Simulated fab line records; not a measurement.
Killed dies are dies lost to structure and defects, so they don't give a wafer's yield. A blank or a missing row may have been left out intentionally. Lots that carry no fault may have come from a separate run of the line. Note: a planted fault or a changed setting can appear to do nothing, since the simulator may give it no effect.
Which of the tools did it?	flow sky130	Sampling: 14 lots, 42 wafers, 4 of 708 route steps

## WHAT EACH GAUGE READ, for each wafer
SKY_NWELL_OVL_MEAS_23. Usual: NWELL_01_OVL -0.6 nm, standard deviation 1.2.
lot	measured	on	NWELL_01_OVL (nm)	flag
L189	day 6 06:19	overlay-02	0.6 1.6 1.3	
L190	day 6 06:43	overlay-01	-1.1 -0.6 -2.2	
L191	day 6 07:37	overlay-01	-0.2 -2.0 -0.1	
L193	day 6 10:32	overlay-01	-1.8 -1.5 1.0	
L195	day 7 05:28	overlay-02	-1.5 -0.9 -0.1	
L196	day 7 08:43	overlay-01	-0.7 -1.8 -0.3	
L198	day 7 14:55	overlay-01	1.1 0.0 -1.1	
L201	day 8 13:01	overlay-02	2.0 0.5 0.4	
L205	day 9 15:20	overlay-01	-1.1 0.0 -1.0	
L206	day 9 16:37	overlay-01	-0.2 -1.5 -1.6	
L208	day 10 16:40	overlay-02	-1.2 -1.3 0.7	
L209	day 11 12:55	overlay-01	0.6 0.9 -0.7	
L210	day 11 23:13	overlay-02	-0.4 1.6 0.7	
L211	day 11 23:34	overlay-01	-0.7 0.7 -0.5	

SKY_VT_ADJUST_HVTP_CD_MEAS_07: target cd 380 nm. Usual: cd_nm at 380.3 nm, with a standard deviation of 1.9.
lot	measured	on	cd_nm (nm)	flag
L189	day 7 01:53	cd_sem-02	378.7 378.7 378.3	
L190	day 7 02:25	cd_sem-01	383.1 384.5 382.9	
L191	day 7 03:07	cd_sem-02	378.9 379.3 380.2	
L193	day 7 05:33	cd_sem-01	381.7 381.9 380.2	
L195	day 8 00:55	cd_sem-01	381.0 378.6 378.0	
L196	day 8 03:35	cd_sem-02	378.2 381.7 380.5	
L198	day 8 09:54	cd_sem-01	382.6 377.8 381.5	
L201	day 9 10:46	cd_sem-02	381.1 381.7 381.3	
L205	day 10 14:39	cd_sem-02	380.4 378.5 381.0	
L206	day 10 15:39	cd_sem-01	378.9 380.4 380.7	
L208	day 11 17:22	cd_sem-01	384.2 384.6 384.4	
L209	day 12 13:07	cd_sem-01	384.3 384.4 382.6	
L210	day 12 23:37	cd_sem-02	376.3 377.9 380.8	
L211	day 13 00:40	cd_sem-02	382.3 381.3 379.2	

SKY_VT_ADJUST_HVTP_TW_MEAS_11. Usual: VT_ADJUST_HVTP_TW 1357, standard deviation 13.
lot	measured	on	VT_ADJUST_HVTP_TW	flag
L189	day 7 02:17	film_metro-02	1388 1382 1388	
L190	day 7 02:49	film_metro-04	1340 1350 1342	
L191	day 7 03:31	film_metro-04	1357 1350 1346	
L193	day 7 05:56	film_metro-04	1351 1348 1347	
L195	day 8 01:19	film_metro-01	1367 1365 1361	
L196	day 8 03:59	film_metro-04	1339 1348 1341	
L198	day 8 10:17	film_metro-01	1371 1363 1365	
L201	day 9 11:09	film_metro-02	1377 1385 1389	
L205	day 10 15:02	film_metro-04	1347 1352 1346	
L206	day 10 16:02	film_metro-02	1379 1386 1387	
L208	day 11 17:46	film_metro-04	1353 1349 1346	
L209	day 12 13:31	film_metro-01	1360 1365 1362	
L210	day 13 00:01	film_metro-04	1348 1348 1343	
L211	day 13 01:05	film_metro-04	1347 1342 1341	

## TOOL THAT RAN EACH LOT (tool first, then ch and the chambers of the sampled wafers, then the start)
lot	SKY_NWELL_IMPLANT_24
L189	implanter-01 ch 0, day 6 06:23
L190	implanter-01 ch 0, day 6 06:44
L191	implanter-01 ch 0, day 6 07:39
L193	implanter-01 ch 0, day 6 10:36
L195	implanter-03 ch 0, day 7 05:29
L196	implanter-03 ch 0, day 7 08:46
L198	implanter-03 ch 0, day 7 14:59
L201	implanter-03 ch 0, day 8 13:06
L205	implanter-04 ch 0, day 9 15:24
L206	implanter-01 ch 0, day 9 16:41
L208	implanter-03 ch 0, day 10 16:42
L209	implanter-01 ch 0, day 11 12:56
L210	implanter-03 ch 0, day 11 23:15
L211	implanter-01 ch 0, day 11 23:36
- SKY_NWELL_IMPLANT_24

## WHAT THE TOOLS THEMSELVES READ (means of the sampled wafers that have a number; where no wafer has one, the mark that the record gives instead)
SKY_NWELL_IMPLANT_24. Usual: beam_energy_keV 140.00, standard deviation 0.039; faraday_current_uA 52.0, standard deviation 1.1.
lot	tool	beam_energy_keV	faraday_current_uA	flag
L189	implanter-01	140.00	51.9	
L190	implanter-01	139.98	51.3	
L191	implanter-01	139.99	52.0	
L193	implanter-01	140.03	51.6	
L195	implanter-03	139.94	52.1	
L196	implanter-03	142.23	50.5	OFF
L198	implanter-03	142.24	51.8	OFF
L201	implanter-03	142.21	51.2	OFF
L205	implanter-04	140.00	51.7	
L206	implanter-01	139.98	52.0	
L208	implanter-03	140.00	52.2	
L209	implanter-01	140.00	51.9	
L210	implanter-03	140.00	52.0	
L211	implanter-01	139.96	52.2	

## THE ANSWER, worked out from the rows above alone
Rule: a lot is off if the mean of its wafers that have a number lies more than 3 standard deviations from the usual mean. A lot without any number at a reading at which 4 lots or more have one is off too. Where the step has rows for the other lots, those lots are counted as sound. First the gauges in route order, then the tools' own readings, where a lot's mean is used as printed above. The first step at which some lot is off is used, and at that step the reading that is off furthest; a lot without a number counts as furthest.
Off, at SKY_NWELL_IMPLANT_24 on beam_energy_keV: L196, L198, L201.
A tool fits if, at that step or a process step before it, it ran every lot that is off, and no sound lot after the first of them. No candidate that was tried fits.

## WHAT THE SIMULATOR PUT IN
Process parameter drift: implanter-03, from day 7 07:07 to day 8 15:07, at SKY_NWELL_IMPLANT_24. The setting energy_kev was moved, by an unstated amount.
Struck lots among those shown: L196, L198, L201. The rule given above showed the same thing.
